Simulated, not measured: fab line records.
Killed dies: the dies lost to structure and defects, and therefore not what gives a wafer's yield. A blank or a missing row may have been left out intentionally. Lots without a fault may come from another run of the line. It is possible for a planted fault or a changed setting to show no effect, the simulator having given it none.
Tool commonality check / flow gf180mcu / Sampled: 13 lots, 45 wafers

REASON FOR OPENING
2 of 13 lots carry a flag on the reading VT_IMPLANT_TW at GF_VT_IMPLANT_TW_MEAS_10. Wafers without a fault read 560.0, standard deviation 2.4.
Rule: flag the lot when none of its wafers has a number, or when each of its wafers that has one lies beyond 4 standard deviations from that mean. The other lots count as sound.

lot=L611; measured=day 5 13:49; on=film metro-03; VT_IMPLANT_TW, wafer by wafer=560.4 561.1 558.8; flag=
lot=L612; measured=day 6 05:40; on=film metro-04; VT_IMPLANT_TW, wafer by wafer=561.1 560.8 558.7; flag=
lot=L614; measured=day 6 12:34; on=film metro-03; VT_IMPLANT_TW, wafer by wafer=562.3 558.3 557.7; flag=
lot=L615; measured=day 6 17:08; on=film metro-03; VT_IMPLANT_TW, wafer by wafer=557.8 557.0 557.8; flag=
lot=L618; measured=day 7 14:07; on=film metro-04; VT_IMPLANT_TW, wafer by wafer=561.1 562.6 560.7; flag=
lot=L619; measured=day 7 23:58; on=film metro-01; VT_IMPLANT_TW, wafer by wafer=553.7 553.5 555.5; flag=
lot=L620; measured=day 8 00:50; on=film metro-04; VT_IMPLANT_TW, wafer by wafer=556.6 560.9 559.2; flag=
lot=L623; measured=day 8 18:08; on=film metro-03; VT_IMPLANT_TW, wafer by wafer=558.7 558.4 555.8; flag=
lot=L624; measured=day 9 04:17; on=film metro-03; VT_IMPLANT_TW, wafer by wafer=562.9 563.1 561.4; flag=
lot=L625; measured=day 9 09:35; on=film metro-03; VT_IMPLANT_TW, wafer by wafer=580.8 583.3 584.0 579.0 581.6 580.0; flag=FLAGGED
lot=L627; measured=day 9 16:01; on=film metro-03; VT_IMPLANT_TW, wafer by wafer=582.1 581.6 579.5 578.3 579.4 582.2; flag=FLAGGED
lot=L629; measured=day 10 14:10; on=film metro-01; VT_IMPLANT_TW, wafer by wafer=561.1 561.9 564.1; flag=
lot=L633; measured=day 11 04:32; on=film metro-04; VT_IMPLANT_TW, wafer by wafer=559.5 562.3 563.2; flag=
Average over the flagged lots: 581.0; offset from the usual +21.0, equal to +9 standard deviations.

LOT BY LOT: THE TOOL USED
The record holds 1 process step before the reading, out of a route of 602 steps. Every cell lists first the tool, next ch and the chambers used by the sampled wafers, and last the start.
lot=L611; flag=; GF_VT_IMPLANT_IMPLANT_08=implanter-03 ch 0, day 5 13:37
lot=L612; flag=; GF_VT_IMPLANT_IMPLANT_08=implanter-03 ch 0, day 6 05:25
lot=L614; flag=; GF_VT_IMPLANT_IMPLANT_08=implanter-01 ch 0, day 6 12:20
lot=L615; flag=; GF_VT_IMPLANT_IMPLANT_08=implanter-03 ch 0, day 6 16:53
lot=L618; flag=; GF_VT_IMPLANT_IMPLANT_08=implanter-03 ch 0, day 7 13:53
lot=L619; flag=; GF_VT_IMPLANT_IMPLANT_08=implanter-04 ch 0, day 7 23:44
lot=L620; flag=; GF_VT_IMPLANT_IMPLANT_08=implanter-03 ch 0, day 8 00:35
lot=L623; flag=; GF_VT_IMPLANT_IMPLANT_08=implanter-04 ch 0, day 8 17:53
lot=L624; flag=; GF_VT_IMPLANT_IMPLANT_08=implanter-03 ch 0, day 9 04:02
lot=L625; flag=FLAGGED; GF_VT_IMPLANT_IMPLANT_08=implanter-04 ch 0, day 9 09:20
lot=L627; flag=FLAGGED; GF_VT_IMPLANT_IMPLANT_08=implanter-04 ch 0, day 9 15:46
lot=L629; flag=; GF_VT_IMPLANT_IMPLANT_08=implanter-03 ch 0, day 10 13:56
lot=L633; flag=; GF_VT_IMPLANT_IMPLANT_08=implanter-01 ch 0, day 11 04:17
What is done by these steps:
- GF_VT_IMPLANT_IMPLANT_08
- GF_VT_IMPLANT_TW_MEAS_10

FLAGGED AGAINST TOTAL, ONE TOOL AT A TIME (gauges that did the reading follow at the end)
step=GF_VT_IMPLANT_IMPLANT_08; tool=implanter-01; lots run=2; flagged=0; share of the flagged lots=none; sound lots run after its first flagged lot=-
step=GF_VT_IMPLANT_IMPLANT_08; tool=implanter-03; lots run=7; flagged=0; share of the flagged lots=none; sound lots run after its first flagged lot=-
step=GF_VT_IMPLANT_IMPLANT_08; tool=implanter-04; lots run=4; flagged=2; share of the flagged lots=all; sound lots run after its first flagged lot=0
step=GF_VT_IMPLANT_TW_MEAS_10; tool=film metro-01; lots run=2; flagged=0; share of the flagged lots=none; sound lots run after its first flagged lot=-
step=GF_VT_IMPLANT_TW_MEAS_10; tool=film metro-03; lots run=7; flagged=2; share of the flagged lots=all; sound lots run after its first flagged lot=0
step=GF_VT_IMPLANT_TW_MEAS_10; tool=film metro-04; lots run=4; flagged=0; share of the flagged lots=none; sound lots run after its first flagged lot=-

WHAT IS ALLOWED BY THE TABLE
In 2 table rows, all flagged lots were run: implanter-04 (GF_VT_IMPLANT_IMPLANT_08), film metro-03 (GF_VT_IMPLANT_TW_MEAS_10).
- implanter-04 at GF_VT_IMPLANT_IMPLANT_08: 2 of its 4 lots flagged. Last sound lot L623 at day 8 17:53, first flagged lot L625 at day 9 09:20; a fault beginning in between fits. Its own readings lie more than 4 standard deviations out on every wafer of the flagged lots: dose ions cm2, faraday current uA.
- film metro-03 at GF_VT_IMPLANT_TW_MEAS_10: 2 of its 7 lots flagged. Last sound lot L624 at day 9 04:17, first flagged lot L625 at day 9 09:35; a fault beginning in between fits.
Counting lots can't tell these 2 tools apart, because each fits a fault that began at some hour. More lots, or a look at what each step does to the wafer, might.

WHAT THE SIMULATOR HAD PUT IN
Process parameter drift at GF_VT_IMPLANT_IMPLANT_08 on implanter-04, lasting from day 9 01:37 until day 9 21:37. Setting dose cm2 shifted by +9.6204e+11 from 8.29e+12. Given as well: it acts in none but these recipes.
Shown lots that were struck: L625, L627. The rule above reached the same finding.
